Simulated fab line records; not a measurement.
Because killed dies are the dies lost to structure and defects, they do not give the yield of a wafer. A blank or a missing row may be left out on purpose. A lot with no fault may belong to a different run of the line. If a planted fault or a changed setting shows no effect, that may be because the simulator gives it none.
Problem report in the 8D (eight disciplines) form, filled by code	flow gf180mcu	the parts of the form that need people (team, actions taken, sign-off) are left out

1. WHAT IS WRONG
Wafers without a fault read 93.05 W, standard deviation 0.058; heater_power_total_W at GF_V5_SOFTBAKE_10 reads a mean of 94.64 W on 9 wafers belonging to 3 lots. That puts it +27 standard deviations away from the usual mean.
The step: time 60 s.
First observed at day 30 16:00: wafer L345.1, on litho_track-01. The record holds 42 wafers of 14 lots with a number at this step. Rule for "out", or "out of limits": more than 4 standard deviations from the usual mean. The other wafers with a number count as sound.

2. WHAT IT IS AND WHAT IT IS NOT
question	is	is not
which readings at this step	heater_power_total_W, run_length_s	-
which lots	L345, L347, L349	L333, L335, L336, L338, L339, L341, L342, L343, L344, L350, L354
which wafers of those lots	all that have a number	-
read on which tools	litho_track-01	litho_track-02, litho_track-03
when	from day 30 16:00	up to then (27 sound wafers); but 6 sound wafers of L350, L354 came after

3. THE SUSPECTS, EACH WITH WHAT RULES IT OUT
Counting: any tool at a process step up to the reading is kept as a suspect provided that every lot that is out went through it and no sound lot did after the first of them.
- litho_track-01 at GF_V5_SOFTBAKE_10 (time 60 s): kept. It processed each lot that is out, first L345 at day 30 16:00, and no sound lot thereafter; up to then, the last sound lot it processed was L344 at day 30 11:00. Its own readings are out on those wafers: heater_power_total_W, run_length_s.
The count leaves litho_track-01 at GF_V5_SOFTBAKE_10.

4. THE CAUSE (what the simulator had put in)
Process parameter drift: litho_track-01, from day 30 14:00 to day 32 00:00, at GF_V5_SOFTBAKE_10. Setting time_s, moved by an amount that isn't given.
After counting, this tool was the only one left.

5. THE CHAIN OF EFFECTS, in route order
One row per reading whose mean, taken over the struck wafers that have a number, lies over 3 standard deviations from the usual. Scope: only readings with a usual standard deviation given in the record; hours: median across lots of the time from each lot's start at the first step in this table that gives one to its start at this step; sigmas: change in usual standard deviations.
hours	step	reading	usual	on struck wafers	change	sigmas
0	GF_V5_SOFTBAKE_10	heater_power_total_W	93.05 W	94.64	+1.59	+27
0	GF_V5_SOFTBAKE_10	run_length_s	89.09 s	86.25	-2.84	-24
The process steps in it:
- GF_V5_SOFTBAKE_10: time 60 s.
Later steps that measure or inspect, where all struck wafers having a row at the step show a number for every such reading and not one has moved that far: GF_V5_OVL_MEAS_15, GF_V5_RS_MEAS_24.

6. HOW IT WOULD HAVE BEEN CAUGHT EARLIER
First out-of-limits reading in this record: day 30 16:00, which is 2 hours after fault onset at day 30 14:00.
